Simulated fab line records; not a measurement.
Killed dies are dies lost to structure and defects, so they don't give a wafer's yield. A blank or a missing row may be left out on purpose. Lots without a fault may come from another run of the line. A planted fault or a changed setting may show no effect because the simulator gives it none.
2 desks, one fault    flow gf180mcu    each desk holds nothing but its own numbers, with what lay behind them at the end

## FOR THE TOOL OWNER'S DESK: lithoTrack-04
At GF_V4_SOFTBAKE_10 (time 60 s), the tool's own readings, given per lot that ran on this tool as the mean of the sampled wafers with a number. If a lot's mean is further than 4 standard deviations from the usual mean, the lot is out of limits and carries the mark OUT (the distance appears in the brackets).
Columns: A = exhaustPa at GF_V4_SOFTBAKE_10, usual 45.1 Pa; B = runLengthS at GF_V4_SOFTBAKE_10, usual 89.26 s
lot   first seen here  A     B
L948  day 24 03:00     43.8  89.39
L957  day 27 12:00     44.9  94.11 (+26) OUT
L959  day 27 22:00     43.2  99.00 (+51) OUT
This desk's verdict: out of limits on L957, L959, starting with L957 at day 27 12:00 (runLengthS at GF_V4_SOFTBAKE_10). In limits: L948.

## FROM THE METROLOGY DESK
What the gauges read for every lot (on any tool): the sampled wafers with a number, averaged. If a lot's mean is further than 4 standard deviations from the usual mean, the lot is out of limits and carries the mark OUT (the distance appears in the brackets).
Columns: A = V4_CVD_00_THK at GF_V4_THK_MEAS_01, usual 600 nm; B = V4_CVD_02_THK at GF_V4_THK_MEAS_03, usual 853 nm; C = V4_BOW at GF_V4_BOW_MEAS_05, usual 134 um; D = cdNm at GF_V4_CD_MEAS_14, usual 259.9 nm; E = V4_OVL at GF_V4_OVL_MEAS_15, usual 1 nm
lot   first seen here  A    B    C    D      E
L948  day 23 15:47     604  843  142  259.9  -1
L957  day 27 02:25     604  858  141  261.2  5
L959  day 27 12:32     591  850  129  263.5  -1
L961  day 28 05:43     598  853  144  259.5  -4
L963  day 28 18:14     601  852  134  259.8  1
L966  day 29 14:34     600  858  136  259.3  4
This desk's verdict: no lot among the 6 shows anything out of limits.

## ALL TOGETHER
The tool owner's desk had the chance to raise an alarm at day 27 12:00 on L957, L959.
Nothing out of limits was seen by the metrology desk.
The metrology desk has L957, L959 on record, within its limits.
GF_V4_SOFTBAKE_10 was run on lithoTrack-04 by each of the lots named.

## WHAT THE SIMULATOR HAD INSERTED
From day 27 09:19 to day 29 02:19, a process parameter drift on lithoTrack-04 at GF_V4_SOFTBAKE_10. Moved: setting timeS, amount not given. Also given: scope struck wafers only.
Lots struck among those shown: L957, L959.
Time in hours from fault onset to the first out-of-limits reading at each desk: the tool owner's desk, 3.
